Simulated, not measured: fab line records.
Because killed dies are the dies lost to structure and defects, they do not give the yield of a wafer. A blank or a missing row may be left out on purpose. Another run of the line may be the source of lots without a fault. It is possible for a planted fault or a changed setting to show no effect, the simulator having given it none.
Which tool was responsible? / flow gf180mcu / 36 wafers from 12 lots sampled at 6 of the route's 602 steps

== WHAT EACH GAUGE READ, for each wafer ==
GF_POLY_GATE_OVL_MEAS_11. Usual: for POLY_GATE_OVL the level is 1 nm and the standard deviation is 4.9.
lot=L227; measured=day 9 05:17; on=overlay-01; POLY_GATE_OVL (nm)=10 10 -2; flag=
lot=L228; measured=day 9 11:11; on=overlay-01; POLY_GATE_OVL (nm)=3 2 0; flag=
lot=L229; measured=day 9 16:23; on=overlay-02; POLY_GATE_OVL (nm)=4 7 1; flag=
lot=L230; measured=day 10 03:26; on=overlay-01; POLY_GATE_OVL (nm)=-3 5 6; flag=
lot=L239; measured=day 12 18:56; on=overlay-01; POLY_GATE_OVL (nm)=-7 -3 -2; flag=
lot=L240; measured=day 13 03:26; on=overlay-01; POLY_GATE_OVL (nm)=-2 -6 -1; flag=
lot=L241; measured=day 13 08:13; on=overlay-01; POLY_GATE_OVL (nm)=4 11 3; flag=
lot=L242; measured=day 13 17:14; on=overlay-01; POLY_GATE_OVL (nm)=4 6 -7; flag=
lot=L245; measured=day 14 13:47; on=overlay-01; POLY_GATE_OVL (nm)=-9 -2 -8; flag=
lot=L247; measured=day 15 04:22; on=overlay-01; POLY_GATE_OVL (nm)=10 10 4; flag=
lot=L248; measured=day 15 07:42; on=overlay-01; POLY_GATE_OVL (nm)=-5 -1 -3; flag=
lot=L250; measured=day 16 00:56; on=overlay-02; POLY_GATE_OVL (nm)=5 1 7; flag=

GF_HV_LDD_OVL_MEAS_20. Usual: for HV_LDD_01_OVL the level is -0.8 nm and the standard deviation is 1.3.
lot=L227; measured=day 10 19:28; on=overlay-02; HV_LDD_01_OVL (nm)=1.0 -1.6 -0.8; flag=
lot=L228; measured=day 11 00:38; on=overlay-02; HV_LDD_01_OVL (nm)=-0.9 0.0 -1.0; flag=
lot=L229; measured=day 11 06:35; on=overlay-02; HV_LDD_01_OVL (nm)=1.5 0.6 1.4; flag=
lot=L230; measured=day 11 20:14; on=overlay-02; HV_LDD_01_OVL (nm)=-0.8 -0.2 -1.1; flag=
lot=L239; measured=day 14 13:13; on=overlay-01; HV_LDD_01_OVL (nm)=-1.8 0.6 -0.8; flag=
lot=L240; measured=day 14 22:44; on=overlay-02; HV_LDD_01_OVL (nm)=-3.6 -3.4 -2.4; flag=
lot=L241; measured=day 15 03:29; on=overlay-01; HV_LDD_01_OVL (nm)=-0.1 0.0 -1.3; flag=
lot=L242; measured=day 15 16:23; on=overlay-01; HV_LDD_01_OVL (nm)=-1.4 -0.3 1.0; flag=
lot=L245; measured=day 16 09:25; on=overlay-01; HV_LDD_01_OVL (nm)=-2.0 -1.5 -1.6; flag=
lot=L247; measured=day 17 03:28; on=overlay-02; HV_LDD_01_OVL (nm)=-1.5 -1.8 0.0; flag=
lot=L248; measured=day 17 07:55; on=overlay-01; HV_LDD_01_OVL (nm)=-0.4 -0.5 0.3; flag=
lot=L250; measured=day 18 05:02; on=overlay-01; HV_LDD_01_OVL (nm)=-2.3 -2.8 -0.1; flag=

GF_HV_LDD_TW_MEAS_38. Usual: for HV_LDD_3_TW the level is 1444 and the standard deviation is 15.
lot=L227; measured=day 11 14:17; on=film_metro-04; HV_LDD_3_TW=1460 1457 1457; flag=
lot=L228; measured=day 11 20:27; on=film_metro-02; HV_LDD_3_TW=1440 1429 1436; flag=
lot=L229; measured=day 12 01:10; on=film_metro-04; HV_LDD_3_TW=1868 1865 1860 1868 1870 1860; flag=OFF
lot=L230; measured=day 12 16:51; on=film_metro-03; HV_LDD_3_TW=1818 1819 1831 1822 1823 1821; flag=OFF
lot=L239; measured=day 15 11:52; on=film_metro-04; HV_LDD_3_TW=1465 1472 1459; flag=
lot=L240; measured=day 15 20:37; on=film_metro-02; HV_LDD_3_TW=1428 1433 1434; flag=
lot=L241; measured=day 16 01:52; on=film_metro-04; HV_LDD_3_TW=1457 1466 1459; flag=
lot=L242; measured=day 16 14:20; on=film_metro-04; HV_LDD_3_TW=1452 1461 1461; flag=
lot=L245; measured=day 17 07:52; on=film_metro-02; HV_LDD_3_TW=1431 1434 1438; flag=
lot=L247; measured=day 18 02:59; on=film_metro-02; HV_LDD_3_TW=1431 1425 1430; flag=
lot=L248; measured=day 18 08:04; on=film_metro-04; HV_LDD_3_TW=1469 1470 1460; flag=
lot=L250; measured=day 19 05:43; on=film_metro-02; HV_LDD_3_TW=1432 1430 1432; flag=

GF_HV_LDD_RS_MEAS_53: the measuring method here is four-point-probe. Usual: for HV_LDD_RS the level is 418.2 ohm/sq and the standard deviation is 0.95.
lot=L227; measured=day 12 09:43; on=film_metro-03; HV_LDD_RS (ohm/sq)=417.6 417.8 418.7; flag=
lot=L228; measured=day 12 16:16; on=film_metro-03; HV_LDD_RS (ohm/sq)=419.2 419.3 418.8; flag=
lot=L229; measured=day 12 20:56; on=film_metro-04; HV_LDD_RS (ohm/sq)=346.6 345.7 346.1 345.8 345.9 346.0; flag=OFF
lot=L230; measured=day 13 13:00; on=film_metro-02; HV_LDD_RS (ohm/sq)=344.5 345.1 345.0 345.7 344.7 344.5; flag=OFF
lot=L239; measured=day 16 08:58; on=film_metro-04; HV_LDD_RS (ohm/sq)=418.1 418.4 418.3; flag=
lot=L240; measured=day 16 19:04; on=film_metro-02; HV_LDD_RS (ohm/sq)=418.3 418.7 419.6; flag=
lot=L241; measured=day 16 23:50; on=film_metro-02; HV_LDD_RS (ohm/sq)=418.7 418.1 417.9; flag=
lot=L242; measured=day 17 13:20; on=film_metro-02; HV_LDD_RS (ohm/sq)=418.6 418.1 417.5; flag=
lot=L245; measured=day 18 07:10; on=film_metro-04; HV_LDD_RS (ohm/sq)=417.1 418.7 417.8; flag=
lot=L247; measured=day 19 03:08; on=film_metro-02; HV_LDD_RS (ohm/sq)=419.1 418.4 420.0; flag=
lot=L248; measured=day 19 07:35; on=film_metro-04; HV_LDD_RS (ohm/sq)=416.2 417.5 417.6; flag=
lot=L250; measured=day 20 06:13; on=film_metro-04; HV_LDD_RS (ohm/sq)=420.1 418.8 419.2; flag=

== EACH LOT AND THE TOOL THAT RAN IT (in order: tool; ch and the chambers of the sampled wafers; start) ==
lot=L227; GF_HV_LDD_STRIP_10=plasma_asher-01 ch 0,1, day 10 01:49; GF_HV_LDD_IMPLANT_36=implanter-01 ch 0, day 11 14:02
lot=L228; GF_HV_LDD_STRIP_10=plasma_asher-01 ch 0, day 10 06:25; GF_HV_LDD_IMPLANT_36=implanter-01 ch 0, day 11 20:12
lot=L229; GF_HV_LDD_STRIP_10=plasma_asher-03 ch 0,1, day 10 12:37; GF_HV_LDD_IMPLANT_36=implanter-01 ch 0, day 12 00:55
lot=L230; GF_HV_LDD_STRIP_10=plasma_asher-01 ch 0,1, day 11 01:49; GF_HV_LDD_IMPLANT_36=implanter-01 ch 0, day 12 16:36
lot=L239; GF_HV_LDD_STRIP_10=plasma_asher-02 ch 0,1, day 13 16:43; GF_HV_LDD_IMPLANT_36=implanter-03 ch 0, day 15 11:37
lot=L240; GF_HV_LDD_STRIP_10=plasma_asher-03 ch 1, day 14 01:36; GF_HV_LDD_IMPLANT_36=implanter-02 ch 0, day 15 20:22
lot=L241; GF_HV_LDD_STRIP_10=plasma_asher-01 ch 0,1, day 14 06:19; GF_HV_LDD_IMPLANT_36=implanter-02 ch 0, day 16 01:37
lot=L242; GF_HV_LDD_STRIP_10=plasma_asher-01 ch 0,1, day 14 19:17; GF_HV_LDD_IMPLANT_36=implanter-01 ch 0, day 16 14:07
lot=L245; GF_HV_LDD_STRIP_10=plasma_asher-03 ch 0,1, day 15 12:30; GF_HV_LDD_IMPLANT_36=implanter-02 ch 0, day 17 07:37
lot=L247; GF_HV_LDD_STRIP_10=plasma_asher-03 ch 0,1, day 16 05:05; GF_HV_LDD_IMPLANT_36=implanter-01 ch 0, day 18 02:46
lot=L248; GF_HV_LDD_STRIP_10=plasma_asher-03 ch 1, day 16 10:34; GF_HV_LDD_IMPLANT_36=implanter-01 ch 0, day 18 07:49
lot=L250; GF_HV_LDD_STRIP_10=plasma_asher-03 ch 0,1, day 17 05:55; GF_HV_LDD_IMPLANT_36=implanter-01 ch 0, day 19 05:28
- GF_HV_LDD_STRIP_10: strips in O2/N2.
- GF_HV_LDD_IMPLANT_36

== WHAT THE TOOLS THEMSELVES READ (means of the sampled wafers that have a number; where no wafer has one, the mark that the record gives instead) ==
GF_HV_LDD_STRIP_10. Usual: drypump_motor_current_A 5.7 A, standard deviation 0.46; heater_power_w 306 W, standard deviation 19; oes_product_au 0.716 a.u., standard deviation 0.0042; strip_time_to_endpoint_s 12.63 s, standard deviation 0.032.
lot=L227; tool=plasma_asher-01; drypump_motor_current_A (A)=5.7; heater_power_w (W)=328; oes_product_au (a.u.)=0.718; strip_time_to_endpoint_s (s)=12.63; flag=
lot=L228; tool=plasma_asher-01; drypump_motor_current_A (A)=6.6; heater_power_w (W)=305; oes_product_au (a.u.)=0.716; strip_time_to_endpoint_s (s)=12.57; flag=
lot=L229; tool=plasma_asher-03; drypump_motor_current_A (A)=5.5; heater_power_w (W)=299; oes_product_au (a.u.)=0.716; strip_time_to_endpoint_s (s)=12.62; flag=
lot=L230; tool=plasma_asher-01; drypump_motor_current_A (A)=6.2; heater_power_w (W)=316; oes_product_au (a.u.)=0.716; strip_time_to_endpoint_s (s)=12.63; flag=
lot=L239; tool=plasma_asher-02; drypump_motor_current_A (A)=5.4; heater_power_w (W)=291; oes_product_au (a.u.)=0.715; strip_time_to_endpoint_s (s)=12.65; flag=
lot=L240; tool=plasma_asher-03; drypump_motor_current_A (A)=5.5; heater_power_w (W)=306; oes_product_au (a.u.)=0.716; strip_time_to_endpoint_s (s)=12.60; flag=
lot=L241; tool=plasma_asher-01; drypump_motor_current_A (A)=6.2; heater_power_w (W)=317; oes_product_au (a.u.)=0.716; strip_time_to_endpoint_s (s)=12.59; flag=
lot=L242; tool=plasma_asher-01; drypump_motor_current_A (A)=5.7; heater_power_w (W)=324; oes_product_au (a.u.)=0.715; strip_time_to_endpoint_s (s)=12.62; flag=
lot=L245; tool=plasma_asher-03; drypump_motor_current_A (A)=5.5; heater_power_w (W)=294; oes_product_au (a.u.)=0.720; strip_time_to_endpoint_s (s)=12.65; flag=
lot=L247; tool=plasma_asher-03; drypump_motor_current_A (A)=5.6; heater_power_w (W)=294; oes_product_au (a.u.)=0.714; strip_time_to_endpoint_s (s)=12.65; flag=
lot=L248; tool=plasma_asher-03; drypump_motor_current_A (A)=5.5; heater_power_w (W)=306; oes_product_au (a.u.)=0.715; strip_time_to_endpoint_s (s)=12.66; flag=
lot=L250; tool=plasma_asher-03; drypump_motor_current_A (A)=5.5; heater_power_w (W)=298; oes_product_au (a.u.)=0.715; strip_time_to_endpoint_s (s)=12.61; flag=

GF_HV_LDD_IMPLANT_36. Usual: dose_ions_cm2 7.499e+12, standard deviation 7.9e+09; faraday_current_uA 42.2, standard deviation 0.82.
lot=L227 tool=implanter-01 dose_ions_cm2=7.498e+12 faraday_current_uA=42.1 flag=
lot=L228 tool=implanter-01 dose_ions_cm2=7.502e+12 faraday_current_uA=41.7 flag=
lot=L229 tool=implanter-01 dose_ions_cm2=4.176e+13 faraday_current_uA=233.9 flag=OFF
lot=L230 tool=implanter-01 dose_ions_cm2=4.177e+13 faraday_current_uA=236.4 flag=OFF
lot=L239 tool=implanter-03 dose_ions_cm2=7.500e+12 faraday_current_uA=42.7 flag=
lot=L240 tool=implanter-02 dose_ions_cm2=7.492e+12 faraday_current_uA=41.9 flag=
lot=L241 tool=implanter-02 dose_ions_cm2=7.506e+12 faraday_current_uA=41.7 flag=
lot=L242 tool=implanter-01 dose_ions_cm2=7.505e+12 faraday_current_uA=42.1 flag=
lot=L245 tool=implanter-02 dose_ions_cm2=7.509e+12 faraday_current_uA=41.9 flag=
lot=L247 tool=implanter-01 dose_ions_cm2=7.501e+12 faraday_current_uA=42.3 flag=
lot=L248 tool=implanter-01 dose_ions_cm2=7.499e+12 faraday_current_uA=42.4 flag=
lot=L250 tool=implanter-01 dose_ions_cm2=7.497e+12 faraday_current_uA=42.6 flag=

== THE ANSWER, worked out from the rows above alone ==
Rule: take the mean of a lot's wafers that have a number; if it is more than 3 standard deviations from the usual mean, the lot is off. A lot without any number at a reading at which 4 lots or more have one is off too. The other lots that the step has rows for count as sound. The gauges are gone through in route order, then the tools' own readings, and for those a lot's mean is taken as printed above. At the first step where some lot is off, the reading lying furthest off is the one used; lots without a number count as furthest.
Off: L229, L230, at GF_HV_LDD_TW_MEAS_38 (HV_LDD_3_TW).
A tool fits if, at a process step before that reading, it ran every lot that is off, and no sound lot after the first of them. The gauges at GF_HV_LDD_TW_MEAS_38 aren't tried: what is off there is off at GF_HV_LDD_IMPLANT_36 too, on other tools, and a gauge's error can't cause that. Not one of the candidates tried fits.

== WHAT HAD BEEN PUT IN BY THE SIMULATOR ==
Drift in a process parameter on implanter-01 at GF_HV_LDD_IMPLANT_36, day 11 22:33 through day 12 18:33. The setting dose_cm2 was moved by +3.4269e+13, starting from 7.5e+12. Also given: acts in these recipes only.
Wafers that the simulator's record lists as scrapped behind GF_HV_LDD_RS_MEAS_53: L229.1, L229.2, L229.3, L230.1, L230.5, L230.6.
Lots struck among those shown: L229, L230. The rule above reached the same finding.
